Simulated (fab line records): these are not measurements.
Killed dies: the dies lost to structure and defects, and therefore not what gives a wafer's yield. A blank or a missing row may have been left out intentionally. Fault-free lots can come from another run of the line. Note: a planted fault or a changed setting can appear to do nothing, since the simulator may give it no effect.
A struck lot beside a sound one :: flow sky130 :: 16 out of 708 route steps
Sound: these wafers, L461.1, L461.2, L461.4. Struck: wafer L470.3 (left out: L470.2, L470.4 of the same lot, which were not struck); the cause appears at the end.
Per side, at each step with rows, come the tool, then ch with its chambers, and then its first start. Under that, the readings that differ: sound wafers :: struck wafers :: difference of the means :: sigmas: that difference in standard deviations of wafers without a fault.
alike: readings with means less than 2 such deviations apart, plus words and numbers identical on both sides. not compared: withheld readings, readings lacking a value on some wafer, bounds such as >300 that could conceal the same value, and numbers that have no deviation in the record and whose values overlap.
A row with sigmas, a row that says differs or no value, or rows on one side alone: a step with any of these is where the two part. Non-overlapping numbers with no deviation appear without sigmas and do not part them. Lack of a reading on every wafer of one side parts them only where that side has two or more wafers.

first, 1 step without rows for these wafers: SKY_FIELD_ISO_CVD_03 (deposits Si3N4 from DCS/NH3, target thk 165 nm, time 2830 s).
SKY_FIELD_ISO_THK_MEAS_04:
  sound on film metro-01, day 1 13:29; struck on film metro-01, day 3 10:52
  alike: FIELD_ISO_CVD_03_THK
then, 8 steps without rows for these wafers: SKY_FIELD_ISO_DEHYDRATE_05 (time 60 s); SKY_FIELD_ISO_HMDS_06 (prime time 60 s); SKY_FIELD_ISO_COAT_07 (resist thk 60 nm); SKY_FIELD_ISO_COAT_08 (resist thk 450 nm); SKY_FIELD_ISO_SOFTBAKE_09 (time 90 s); SKY_FIELD_ISO_EXPOSE_10 (exposes mask FOM, target cd 150 nm); SKY_FIELD_ISO_PEB_11; SKY_FIELD_ISO_DEVELOP_12 (develop time 60 s).
SKY_FIELD_ISO_CD_MEAS_13: target cd 150 nm.
  sound on cd sem-01, day 2 04:50; struck on cd sem-01, day 4 03:19
  alike: cd nm
SKY_FIELD_ISO_ETCH_14: etches BARC in N2/H2, stops on SiO2, time 47.97 s, target depth 60 nm.
  sound on rie diel-01 ch 0,2,3, day 2 04:58; struck on rie diel-01 ch 0, day 4 03:25
  alike: drypump motor current A, oes product au, throttle valve pct
  not compared: rf hours counter h
SKY_FIELD_ISO_ETCH_15: etches the open film in CHF3/O2, stops on Si, target depth 180 nm, time 72 s.
  sound on rie diel-01 ch 0,2,3, day 2 05:00; struck on rie diel-01 ch 0, day 4 03:28
reading: oes product au (a.u.)
sound: 0.886 0.888 0.890
struck: 0.874
difference: -0.014
sigmas: -2

reading: model.KrF-thick_of_FIELD_ISO_COAT_08.thk nm (nm)
sound: 232.2 229.5 234.7
struck: 249.8
difference: +17.7
sigmas: 
  alike: drypump motor current A, throttle valve pct
  not compared: rf hours counter h
SKY_FIELD_ISO_STRIP_16: strips in O2/N2.
  sound on plasma asher-03 ch 0,1, day 2 05:04; struck on plasma asher-01 ch 1, day 4 03:31
reading: strip time to endpoint s (s)
sound: 3.492 3.482 3.525
struck: 3.706
difference: +0.206
sigmas: +8
  alike: drypump motor current A, o2 flow sccm, oes product au
  not compared: rf hours counter h
SKY_FIELD_ISO_ETCH_17: etches Si in HBr/Cl2/O2, target depth 342 nm, time 97.7 s.
  sound on rie si-01 ch 1,2,3, day 2 05:10; struck on rie si-01 ch 2, day 4 03:37
reading: oes product au (a.u.)
sound: 1.015 1.006 1.021
struck: 0.993
difference: -0.021
sigmas: -3
  alike: drypump motor current A, mfc cl2 sccm, throttle valve pct
  not compared: rf hours counter h
SKY_PAD_OPEN_PROBE_99:
  the record holds rows for the sound wafers here (prober-01, day 45 18:53) but none for the struck ones

WHERE THEY PART
At SKY_FIELD_ISO_ETCH_15 first; at SKY_PAD_OPEN_PROBE_99 last (within this record only).

WHY: the cause the simulator had injected
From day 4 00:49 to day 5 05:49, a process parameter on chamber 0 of rie diel-01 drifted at SKY_FIELD_ISO_ETCH_15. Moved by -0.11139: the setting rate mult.
